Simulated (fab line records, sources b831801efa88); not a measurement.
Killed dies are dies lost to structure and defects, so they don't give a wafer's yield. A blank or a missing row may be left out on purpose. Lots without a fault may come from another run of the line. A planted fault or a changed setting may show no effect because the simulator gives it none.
Chamber matching | flow sky130 | SKY_FIELD_ISO_ETCH_17 on rie_si-02: 4 sister chambers
The step etches Si in HBr/Cl2/O2, target depth 342 nm, time 97.7 s. 22 wafers are shown with their chamber, then 11 later ones without.

WAFERS WITH THEIR CHAMBER
wafer  | chamber | drypump_motor_current_A (A) | oes_product_au (a.u.) | throttle_valve_pct (%)
L121.2 | 1       | 5.98                        | 0.990                 | 25.674
L121.3 | 2       | 5.96                        | 1.000                 | 25.647
L121.4 | 0       | 5.35                        | 0.998                 | 25.656
L123.4 | 0       | 5.36                        | 0.998                 | 25.650
L123.5 | 2       | 5.98                        | 1.012                 | 25.649
L123.6 | 1       | 5.97                        | 0.991                 | 25.662
L124.1 | 0       | 5.38                        | 1.003                 | 25.664
L124.2 | 1       | 5.95                        | 0.984                 | 25.672
L124.5 | 3       | 6.11                        | 1.009                 | 25.665
L128.1 | 2       | 5.96                        | 1.022                 | 25.633
L128.3 | 0       | 5.40                        | 1.005                 | 25.629
L128.5 | 2       | 5.96                        | 1.014                 | 25.664
L129.2 | 0       | 5.35                        | 1.014                 | 25.651
L129.3 | 3       | 6.12                        | 1.014                 | 25.644
L129.5 | 2       | 5.98                        | 1.005                 | 25.651
L131.1 | 2       | 5.97                        | 0.999                 | 25.645
L131.4 | 3       | 6.11                        | 1.005                 | 25.650
L131.5 | 0       | 5.37                        | 1.014                 | 25.638
L132.1 | 3       | 6.12                        | 1.005                 | 25.658
L132.2 | 2       | 5.96                        | 1.011                 | 25.649
L132.5 | 3       | 6.11                        | 1.007                 | 25.649
L135.2 | 0       | 5.38                        | 1.002                 | 25.640

SIGNATURES (means of the wafers above)
reading                 | chamber 0 | chamber 1 | chamber 2 | chamber 3 | scatter within a chamber
drypump_motor_current_A | 5.3700    | 5.9667    | 5.9671    | 6.1140    | 0.0132
oes_product_au          | 1.00486   | 0.98833   | 1.00900   | 1.00800   | 0.0065
throttle_valve_pct      | 25.64686  | 25.66933  | 25.64829  | 25.65320  | 0.00974
Rule: a wafer's distance from a chamber is the root of the sum, over the readings, of the square of ((its reading less the chamber's mean) divided by the reading's scatter). The wafer belongs to the nearest chamber; if the next one is less than 2 further off, it can't be placed. The scatter: the root of (the sum of the squares of (reading less its chamber's mean) over the shown wafers, divided by (wafers less chambers)).

WAFERS WITHOUT THEIR CHAMBER
wafer  | drypump_motor_current_A (A) | oes_product_au (a.u.) | throttle_valve_pct (%)
L135.3 | 5.92                        | 1.012                 | 25.640
L135.4 | 6.10                        | 1.005                 | 25.658
L141.2 | 5.96                        | 0.988                 | 25.673
L141.5 | 5.97                        | 0.989                 | 25.685
L141.6 | 5.91                        | 1.009                 | 25.655
L142.2 | 5.93                        | 0.998                 | 25.667
L142.3 | 6.09                        | 1.004                 | 25.656
L142.6 | 6.11                        | 1.009                 | 25.644
L143.2 | 5.37                        | 0.998                 | 25.656
L143.4 | 5.97                        | 0.993                 | 25.664
L143.5 | 5.37                        | 0.997                 | 25.651

WHICH CHAMBER EACH WENT THROUGH
wafer  | from the rows above     | in truth
L135.3 | 2                       | 2
L135.4 | 3                       | 3
L141.2 | 1                       | 1
L141.5 | 1                       | 1
L141.6 | can't be placed: 2 or 1 | 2
L142.2 | can't be placed: 1 or 2 | 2
L142.3 | 3                       | 3
L142.6 | 3                       | 3
L143.2 | 0                       | 0
L143.4 | 1                       | 1
L143.5 | 0                       | 0
Placed correctly: 9 of 11. Can't be placed from these rows: 2 (the true chamber is among the candidates in 2). Placed wrongly: 0.
